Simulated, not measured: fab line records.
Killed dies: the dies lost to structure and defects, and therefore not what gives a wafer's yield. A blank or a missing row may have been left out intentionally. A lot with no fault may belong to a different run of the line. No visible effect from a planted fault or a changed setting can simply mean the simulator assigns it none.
A struck lot beside a sound one	flow sky130	14 steps out of a route of 708
Sound: the wafers L858.1, L858.2, L858.3. The struck wafers were L856.1, L856.2, L856.3. At the end, the cause is stated.
Per side, at each step with rows, come the tool, then ch with its chambers, and then its first start. Under that, the readings that differ: sound wafers	struck wafers	difference of the means	sigmas: that difference in standard deviations of wafers without a fault.
alike: a reading whose means differ by less than 2 such deviations, as well as words and numbers matching on both sides. not compared: withheld readings; readings where some wafer has no value; bounds like >300 that might hide an equal value; numbers whose values overlap and for which the record gives no deviation.
A row with sigmas, a row that says differs or no value, or rows on one side alone: a step with any of these is where the two part. Non-overlapping numbers with no deviation appear without sigmas and do not part them. A reading missing from all wafers of one side parts the sides only when that side holds two or more wafers.

SKY_VIA2_SPUTTER_20: material TiN, target thk 20 nm, time 80 s.
  sound on pvd sputter-02 at day 39 18:14; struck on pvd sputter-02 at day 38 21:19
  alike: cathode dc power W, chamber pressure pa, throttle valve pct
SKY_VIA2_CVD_21: deposits W, target thk 420 nm, time 126.4 s.
  sound on cvd w-02 ch 0,1, day 39 18:17; struck on cvd w-02 ch 0, day 38 21:22
  alike: heater power w
SKY_VIA2_RS_MEAS_22: measurement is done with a four-point probe.
  sound on film metro-04 at day 39 18:25; struck on film metro-02 at day 38 21:38
  alike: VIA2_W_RS
SKY_VIA2_THK_MEAS_23: measures by xrf.
  sound on film metro-04 at day 39 18:32; struck on film metro-02 at day 38 21:45
  alike: VIA2_W_THK
then, 2 steps without rows for these wafers: SKY_VIA2_CMP_24 (polishes, stops on SiO2, t overpolish 20 s, target thk 0 nm); SKY_METAL3_SPUTTER_00 (material Ti, target thk 15 nm, time 10 s).
SKY_METAL3_SPUTTER_01: material TiN, target thk 20 nm, time 16.7 s.
  sound on pvd sputter-04 at day 39 18:55; struck on pvd sputter-01 at day 38 22:08
reading	sound	struck	difference	sigmas
chamber pressure pa (Pa)	0.4012 0.3993 0.4015	0.3979 0.3990 0.3989	-0.0021	-3
  alike: cathode dc power W, throttle valve pct
then, 1 step without rows for these wafers: SKY_METAL3_SPUTTER_02 (material AlCu, target thk 735 nm, time 39.1 s).
SKY_METAL3_SPUTTER_03: material Ti, target thk 5 nm, time 3.3 s.
  sound on pvd sputter-04 at day 39 18:59; struck on pvd sputter-01 at day 38 22:11
  alike: cathode dc power W, chamber pressure pa, throttle valve pct
SKY_METAL3_SPUTTER_04: material TiN, target thk 70 nm, time 58.3 s.
  sound on pvd sputter-04 at day 39 19:01; struck on pvd sputter-01 at day 38 22:13
reading	sound	struck	difference	sigmas
chamber pressure pa (Pa)	0.4010 0.4003 0.4026	0.3998 0.4001 0.3987	-0.0018	-2
  alike: cathode dc power W, throttle valve pct
then, 1 step without rows for these wafers: SKY_CAPM_CVD_00 (deposits SiO2, target thk 15.5 nm).
SKY_CAPM_THK_MEAS_01:
  sound on film metro-01 at day 39 19:05; struck on film metro-03 at day 38 22:17
  alike: CAPM_CVD_00_THK
SKY_CAPM_SPUTTER_02: material TiN, target thk 200 nm, time 166.7 s.
  sound on pvd sputter-01 at day 39 19:09; struck on pvd sputter-04 at day 38 22:20
  no value came back on the struck wafers for cathode dc power W (W), chamber pressure pa (Pa), throttle valve pct (%); on the sound wafers cathode dc power W (W) reads 6500.7 6499.7 6498.6
SKY_CAPM_RS_MEAS_03: measurement is done with a four-point probe.
  sound on film metro-02 at day 39 19:16; struck on film metro-01 at day 38 22:44
reading	sound	struck	difference	sigmas
CAPM_TIN_RS (ohm/sq)	7.05 6.84 6.96	- - -	no value on the struck wafers	
  not compared: hold

## WHERE THEY PART
First at SKY_METAL3_SPUTTER_01; last, within this record, at SKY_CAPM_RS_MEAS_03.

WHY: what the simulator had put in
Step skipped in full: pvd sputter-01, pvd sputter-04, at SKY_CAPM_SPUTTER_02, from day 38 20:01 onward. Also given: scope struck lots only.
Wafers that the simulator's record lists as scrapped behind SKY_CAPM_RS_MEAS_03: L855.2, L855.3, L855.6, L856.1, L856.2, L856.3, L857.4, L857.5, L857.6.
